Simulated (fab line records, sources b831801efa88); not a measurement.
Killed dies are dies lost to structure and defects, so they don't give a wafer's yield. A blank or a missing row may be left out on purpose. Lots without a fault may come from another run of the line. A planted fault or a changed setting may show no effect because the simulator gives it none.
A struck lot beside a sound one | flow sky130 | 22 steps out of a route of 708
Sound: wafers L640.3, L640.5, L640.6. Struck: wafer L634.4. (L634.3, L634.5 of the same lot were not struck and are left out.) The cause comes at the end.
At each step with rows: each side's tool, then ch and its chambers, then its first start. Under that, the readings that differ: sound wafers | struck wafers | difference of the means | sigmas: that difference in standard deviations of wafers without a fault.
alike: readings whose means differ by less than 2 such deviations, and words and numbers that are the same on both sides. not compared: withheld readings, readings that some wafer has no value for, bounds like >300 that may hide the same value, and numbers for which the record gives no deviation and whose values overlap.
The two part at a step that has a row with sigmas, a row that says differs or no value, or rows on one side only. Numbers that don't overlap but have no deviation are shown without sigmas and don't part them. A reading that every wafer of one side lacks parts them only if that side has two wafers or more.

SKY_SD_N_RTA_14: time 2 s.
  sound on rtp_anneal-02 ch 0, day 34 15:07; struck on rtp_anneal-01 ch 0, day 32 19:11
  alike: anneal_temp_c_max, lamp_power_pct, wafer_temp_C_max
SKY_SD_N_RS_MEAS_16: measures by four-point-probe.
  sound on film_metro-01, day 34 15:19; struck on film_metro-01, day 32 19:23
  alike: SD_N_RS
SKY_SD_N_RS_MEAS_17: measures by four-point-probe.
  sound on film_metro-01, day 34 15:26; struck on film_metro-01, day 32 19:31
  reading          | sound             | struck | difference | sigmas
  SD_P_RS (ohm/sq) | 146.9 147.4 147.1 | 146.4  | -0.7       | -2
SKY_SD_N_RS_MEAS_18: measures by four-point-probe.
  sound on film_metro-01, day 34 15:34; struck on film_metro-01, day 32 19:38
  alike: RES_XHIGH_RS
then, 2 steps without rows for these wafers: SKY_SALICIDE_CLEAN_00 (cleans in HF-last, time 30 s); SKY_LI_CONTACT_HDPCVD_00 (deposits PSG, target thk 930 nm, time 155 s).
SKY_LI_CONTACT_THK_MEAS_01:
  sound on film_metro-02, day 34 15:47; struck on film_metro-02, day 32 19:51
  reading                    | sound       | struck | difference | sigmas
  LI_CONTACT_HDPCVD_THK (nm) | 911 916 922 | 937    | +21        | +2
SKY_LI_CONTACT_CMP_02: polishes PSG.
  sound on cmp-02 ch 1,2, day 34 15:49; struck on cmp-02 ch 3, day 32 19:59
  reading          | sound             | struck | difference | sigmas
  platen_rpm (rpm) | 59.95 59.90 59.97 | 60.02  | +0.08      | +2
  alike: edge_zone_pressure_frac, motor_current_A, time_to_endpoint_s
SKY_LI_CONTACT_BOW_MEAS_03:
  sound on film_metro-02, day 34 16:10; struck on film_metro-01, day 32 20:14
  reading             | sound    | struck | difference | sigmas
  LI_CONTACT_BOW (um) | 67 60 65 | 44     | -20        | -3
then, 2 steps without rows for these wafers: SKY_LI_CONTACT_DEHYDRATE_04 (time 60 s); SKY_LI_CONTACT_HMDS_05 (prime time 60 s).
SKY_LI_CONTACT_COAT_06: resist thk 60 nm.
  sound on litho_track-02 ch 0, day 35 03:23; struck on litho_track-03 ch 0, day 33 10:32
then, 5 steps without rows for these wafers: SKY_LI_CONTACT_COAT_07 (resist thk 450 nm); SKY_LI_CONTACT_SOFTBAKE_08 (time 90 s); SKY_LI_CONTACT_EXPOSE_09 (exposes mask LICM1, target cd 170 nm); SKY_LI_CONTACT_PEB_10; SKY_LI_CONTACT_DEVELOP_11 (develop time 60 s).
SKY_LI_CONTACT_CD_MEAS_12: target cd 170 nm.
  sound on cd_sem-01, day 35 18:25; struck on cd_sem-01, day 33 23:32
  alike: cd_nm
SKY_LI_CONTACT_OVL_MEAS_13:
  sound on overlay-02, day 35 18:31; struck on overlay-02, day 33 23:38
  alike: LI_CONTACT_OVL
SKY_LI_CONTACT_ETCH_14: etches BARC in N2/H2, stops on SiO2, time 45.9 s, target depth 60 nm.
  sound on rie_diel-04 ch 0,1,3, day 35 18:32; struck on rie_diel-03 ch 2, day 33 23:40
  reading                     | sound             | struck | difference | sigmas
  bias_w (W)                  | 100.3 100.4 100.6 | 99.8   | -0.6       | -2
  drypump_motor_current_A (A) | 5.4 5.5 5.9       | 6.4    | +0.8       | +2
  oes_product_au (a.u.)       | 0.859 0.849 0.856 | 0.845  | -0.010     | -2
  model.etch.depth_nm (nm)    | 59.99 60.08 60.13 | 58.09  | -1.98      |
  alike: chamber_pressure_mTorr, h2_flow_sccm, throttle_valve_pct
  not compared: rf_hours_counter_h
SKY_LI_CONTACT_ETCH_15: etches PSG in C4F8/O2/Ar, stops on Si, target depth 600 nm.
  sound on rie_diel-04 ch 0,1,3, day 35 18:35; struck on rie_diel-03 ch 2, day 33 23:42
  alike: bias_w, chamber_pressure_mTorr, oes_product_au
-- the record jumps here: 15 days lie between the struck wafers' starts before and after (it left off in module LI_CONTACT and takes up again in module PAD_OPEN, whose first step shown is number 708 of the route) --
SKY_PAD_OPEN_PROBE_99:
  sound on prober-02, day 50 10:13; struck on prober-01, day 49 08:14
  reading             | sound    | struck | difference | sigmas
  killed_at_M0_to_M3  | 39 42 42 | 58     | +17        | +2
  killed_at_front_end | 19 21 23 | 10     | -11        | -2
  alike: killed_at_M4_up, killed_at_contacts, killed_at_other, killed_dies, killed_open, killed_short

WHERE THEY PART
First at SKY_SD_N_RS_MEAS_17; last, within this record, at SKY_PAD_OPEN_PROBE_99.

WHY: what the simulator had put in
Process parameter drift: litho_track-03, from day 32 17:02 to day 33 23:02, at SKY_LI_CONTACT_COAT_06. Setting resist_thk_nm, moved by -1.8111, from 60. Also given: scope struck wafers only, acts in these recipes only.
